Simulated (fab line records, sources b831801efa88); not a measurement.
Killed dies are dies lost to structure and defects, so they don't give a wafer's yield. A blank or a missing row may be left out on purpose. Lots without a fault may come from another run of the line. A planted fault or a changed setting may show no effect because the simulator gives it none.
Which tool did it? | flow sky130 | 13 lots, 39 wafers sampled, at 6 steps of a route of 708

WHAT THE GAUGES READ, wafer by wafer
SKY_SONOS_ONO_OVL_MEAS_14. Usual: SONOS_ONO_OVL -0.7 nm, standard deviation 1.2.
lot  | measured     | on         | SONOS_ONO_OVL (nm) | flag
L626 | day 13 02:36 | overlay-02 | -0.4 2.0 -0.2      |
L627 | day 13 07:38 | overlay-02 | -1.3 -1.0 0.2      |
L629 | day 13 21:22 | overlay-01 | 0.4 1.5 -0.9       |
L630 | day 14 10:18 | overlay-02 | -0.7 0.2 -0.5      |
L631 | day 14 23:22 | overlay-01 | -0.6 -1.7 -0.9     |
L633 | day 15 12:58 | overlay-01 | -1.7 -1.6 -2.6     |
L634 | day 15 14:35 | overlay-02 | 1.3 0.2 0.9        |
L637 | day 16 16:52 | overlay-02 | -2.1 -1.3 0.0      |
L644 | day 19 02:09 | overlay-02 | -3.2 -3.6 -2.1     |
L645 | day 19 11:07 | overlay-01 | 0.7 -1.9 -1.0      |
L646 | day 19 22:37 | overlay-02 | -0.8 0.5 -0.5      |
L647 | day 20 12:19 | overlay-02 | 0.4 -0.7 1.2       |
L648 | day 20 21:15 | overlay-02 | -2.5 -1.2 0.1      |

SKY_POLY_GATE_THK_MEAS_04. Usual: POLY_GATE_CVD_03_THK 75.1 nm, standard deviation 0.73.
lot  | measured     | on            | POLY_GATE_CVD_03_THK (nm) | flag
L626 | day 15 15:25 | film_metro-01 | 75.1 75.1 74.9            |
L627 | day 15 21:23 | film_metro-03 | 75.2 76.0 75.5            |
L629 | day 16 11:25 | film_metro-01 | 75.8 75.2 75.7            |
L630 | day 17 02:37 | film_metro-01 | 75.2 76.1 75.6            |
L631 | day 17 15:13 | film_metro-04 | 75.5 76.1 75.6            |
L633 | day 18 04:57 | film_metro-01 | 74.9 74.7 74.8            |
L634 | day 18 08:08 | film_metro-04 | 76.5 76.5 75.9            |
L637 | day 19 11:03 | film_metro-04 | 75.4 75.7 75.0            |
L644 | day 21 22:48 | film_metro-01 | 74.4 74.7 74.7            |
L645 | day 22 07:31 | film_metro-04 | 74.8 74.8 74.7            |
L646 | day 22 20:26 | film_metro-03 | 74.4 74.1 74.7            |
L647 | day 23 09:03 | film_metro-01 | 74.7 74.8 75.1            |
L648 | day 23 18:40 | film_metro-01 | 73.8 74.1 74.0            |

SKY_LDD_P_TW_MEAS_11. Usual: LDD_P_TW 633, standard deviation 3.6.
lot  | measured     | on            | LDD_P_TW    | flag
L626 | day 19 09:49 | film_metro-03 | 634 636 631 |
L627 | day 19 16:07 | film_metro-03 | 632 634 634 |
L629 | day 20 13:28 | film_metro-04 | 632 636 635 |
L630 | day 20 23:56 | film_metro-02 | 636 630 633 |
L631 | day 21 14:01 | film_metro-04 | 636 635 636 |
L633 | day 22 03:44 | film_metro-04 | 635 637 640 |
L634 | day 22 06:17 | film_metro-04 | 30 30 30    | OFF
L637 | day 23 10:16 | film_metro-02 | 635 633 635 |
L644 | day 25 20:41 | film_metro-04 | 631 635 633 |
L645 | day 26 05:59 | film_metro-02 | 634 635 632 |
L646 | day 26 17:08 | film_metro-03 | 635 631 631 |
L647 | day 27 07:14 | film_metro-03 | 628 628 628 |
L648 | day 27 15:59 | film_metro-03 | 629 629 625 |

WHICH TOOL RAN EACH LOT (tool, then ch and the chambers of the sampled wafers, then the start)
lot  | SKY_GATE_OXIDE_STRIP_13              | SKY_LDD_N_STRIP_16                   | SKY_LDD_P_STRIP_10
L626 | plasma_asher-03 ch 0,1, day 14 06:46 | plasma_asher-02 ch 0,1, day 18 03:14 | plasma_asher-02 ch 0,1, day 19 09:41
L627 | plasma_asher-02 ch 0,1, day 14 12:38 | plasma_asher-03 ch 0,1, day 18 09:17 | plasma_asher-02 ch 0,1, day 19 16:01
L629 | plasma_asher-04 ch 0,1, day 15 01:49 | plasma_asher-01 ch 0,1, day 19 06:08 | plasma_asher-02 ch 0,1, day 20 13:22
L630 | plasma_asher-03 ch 0,1, day 15 15:46 | plasma_asher-03 ch 1, day 19 17:13   | plasma_asher-02 ch 0,1, day 20 23:50
L631 | plasma_asher-03 ch 0,1, day 16 06:58 | plasma_asher-01 ch 0,1, day 20 07:52 | plasma_asher-03 ch 1, day 21 13:55
L633 | plasma_asher-04 ch 0,1, day 16 19:40 | plasma_asher-03 ch 0,1, day 20 20:56 | plasma_asher-03 ch 0,1, day 22 03:38
L634 | plasma_asher-03 ch 0,1, day 16 20:58 | plasma_asher-03 ch 0, day 20 23:23   | plasma_asher-03 ch 0, day 22 06:11
L637 | plasma_asher-03 ch 0,1, day 17 22:50 | plasma_asher-01 ch 0,1, day 22 03:10 | plasma_asher-02 ch 0,1, day 23 10:10
L644 | plasma_asher-04 ch 0,1, day 20 12:10 | plasma_asher-01 ch 0,1, day 24 14:41 | plasma_asher-02 ch 0,1, day 25 20:35
L645 | plasma_asher-03 ch 0,1, day 20 20:02 | plasma_asher-03 ch 0,1, day 25 00:08 | plasma_asher-02 ch 0,1, day 26 05:54
L646 | plasma_asher-04 ch 0,1, day 21 08:01 | plasma_asher-02 ch 0,1, day 25 11:02 | plasma_asher-04 ch 0,1, day 26 17:02
L647 | plasma_asher-02 ch 0, day 21 21:31   | plasma_asher-02 ch 0,1, day 26 01:28 | plasma_asher-04 ch 0,1, day 27 07:08
L648 | plasma_asher-04 ch 0,1, day 22 06:04 | plasma_asher-03 ch 0,1, day 26 10:10 | plasma_asher-03 ch 0,1, day 27 15:52
- SKY_GATE_OXIDE_STRIP_13: strips in O2/N2.
- SKY_LDD_N_STRIP_16: strips in O2/N2.
- SKY_LDD_P_STRIP_10: strips in O2/N2.

WHAT THE TOOLS THEMSELVES READ (means of the sampled wafers that have a number; where no wafer has one, the mark that the record gives instead)
SKY_GATE_OXIDE_STRIP_13. Usual: drypump_motor_current_A 6.0 A, standard deviation 0.79; oes_product_au 0.715 a.u., standard deviation 0.0046; strip_time_to_endpoint_s 14.19 s, standard deviation 0.046.
lot  | tool            | drypump_motor_current_A (A) | oes_product_au (a.u.) | strip_time_to_endpoint_s (s) | flag
L626 | plasma_asher-03 | 6.6                         | 0.718                 | 14.14                        |
L627 | plasma_asher-02 | 4.9                         | 0.713                 | 14.14                        |
L629 | plasma_asher-04 | 5.8                         | 0.719                 | 14.12                        |
L630 | plasma_asher-03 | 6.6                         | 0.717                 | 14.16                        |
L631 | plasma_asher-03 | 6.6                         | 0.720                 | 14.16                        |
L633 | plasma_asher-04 | 5.8                         | 0.719                 | 14.18                        |
L634 | plasma_asher-03 | 6.6                         | 0.713                 | 14.22                        |
L637 | plasma_asher-03 | 6.6                         | 0.714                 | 14.27                        |
L644 | plasma_asher-04 | 5.2                         | 0.715                 | 14.25                        |
L645 | plasma_asher-03 | 6.6                         | 0.712                 | 14.18                        |
L646 | plasma_asher-04 | 5.8                         | 0.711                 | 14.18                        |
L647 | plasma_asher-02 | 4.8                         | 0.717                 | 14.23                        |
L648 | plasma_asher-04 | 5.3                         | 0.714                 | 14.17                        |

SKY_LDD_N_STRIP_16. Usual: drypump_motor_current_A 6.2 A, standard deviation 0.63; oes_product_au 0.406 a.u., standard deviation 0.005; strip_time_to_endpoint_s 4.317 s, standard deviation 0.016.
lot  | tool            | drypump_motor_current_A (A) | oes_product_au (a.u.) | strip_time_to_endpoint_s (s) | flag
L626 | plasma_asher-02 | 5.0                         | 0.405                 | 4.307                        |
L627 | plasma_asher-03 | 6.6                         | 0.405                 | 4.315                        |
L629 | plasma_asher-01 | 6.4                         | 0.411                 | 4.302                        |
L630 | plasma_asher-03 | 6.7                         | 0.408                 | 4.296                        |
L631 | plasma_asher-01 | 6.4                         | 0.405                 | 4.295                        |
L633 | plasma_asher-03 | 6.6                         | 0.401                 | 4.307                        |
L634 | plasma_asher-03 | 6.5                         | 0.903                 | -                            | OFF
L637 | plasma_asher-01 | 6.1                         | 0.405                 | 4.327                        |
L644 | plasma_asher-01 | 6.4                         | 0.412                 | 4.334                        |
L645 | plasma_asher-03 | 6.6                         | 0.411                 | 4.331                        |
L646 | plasma_asher-02 | 4.9                         | 0.405                 | 4.315                        |
L647 | plasma_asher-02 | 5.0                         | 0.409                 | 4.349                        |
L648 | plasma_asher-03 | 6.6                         | 0.405                 | 4.319                        |

SKY_LDD_P_STRIP_10. Usual: drypump_motor_current_A 5.6 A, standard deviation 0.82; oes_product_au 0.715 a.u., standard deviation 0.0046; strip_time_to_endpoint_s 14.19 s, standard deviation 0.039.
lot  | tool            | drypump_motor_current_A (A) | oes_product_au (a.u.) | strip_time_to_endpoint_s (s) | flag
L626 | plasma_asher-02 | 4.9                         | 0.718                 | 14.23                        |
L627 | plasma_asher-02 | 5.0                         | 0.719                 | 14.17                        |
L629 | plasma_asher-02 | 4.9                         | 0.717                 | 14.17                        |
L630 | plasma_asher-02 | 5.0                         | 0.715                 | 14.17                        |
L631 | plasma_asher-03 | 6.7                         | 0.719                 | 14.16                        |
L633 | plasma_asher-03 | 6.6                         | 0.716                 | 14.11                        |
L634 | plasma_asher-03 | 6.5                         | 0.719                 | 15.79                        | OFF
L637 | plasma_asher-02 | 4.9                         | 0.716                 | 14.24                        |
L644 | plasma_asher-02 | 4.9                         | 0.717                 | 14.17                        |
L645 | plasma_asher-02 | 4.9                         | 0.715                 | 14.19                        |
L646 | plasma_asher-04 | 5.2                         | 0.718                 | 14.19                        |
L647 | plasma_asher-04 | 5.3                         | 0.718                 | 14.20                        |
L648 | plasma_asher-03 | 6.6                         | 0.713                 | 14.17                        |

THE ANSWER, worked out from the rows above alone
Rule: a lot is off if the mean of its wafers that have a number lies more than 3 standard deviations from the usual mean. A lot without any number at a reading at which 4 lots or more have one is off too. The other lots that the step has rows for count as sound. The gauges are gone through in route order, then the tools' own readings, and for those a lot's mean is taken as printed above. The first step at which some lot is off is used, and at that step the reading that is off furthest; a lot without a number counts as furthest.
Off: L634, at SKY_LDD_P_TW_MEAS_11 (LDD_P_TW).
A tool fits if, at a process step before that reading, it ran every lot that is off, and no sound lot after the first of them. The gauges at SKY_LDD_P_TW_MEAS_11 aren't tried: what is off there is off at SKY_LDD_N_STRIP_16 too, on other tools, and a gauge's error can't cause that. None of those tried fits.

WHAT THE SIMULATOR HAD PUT IN
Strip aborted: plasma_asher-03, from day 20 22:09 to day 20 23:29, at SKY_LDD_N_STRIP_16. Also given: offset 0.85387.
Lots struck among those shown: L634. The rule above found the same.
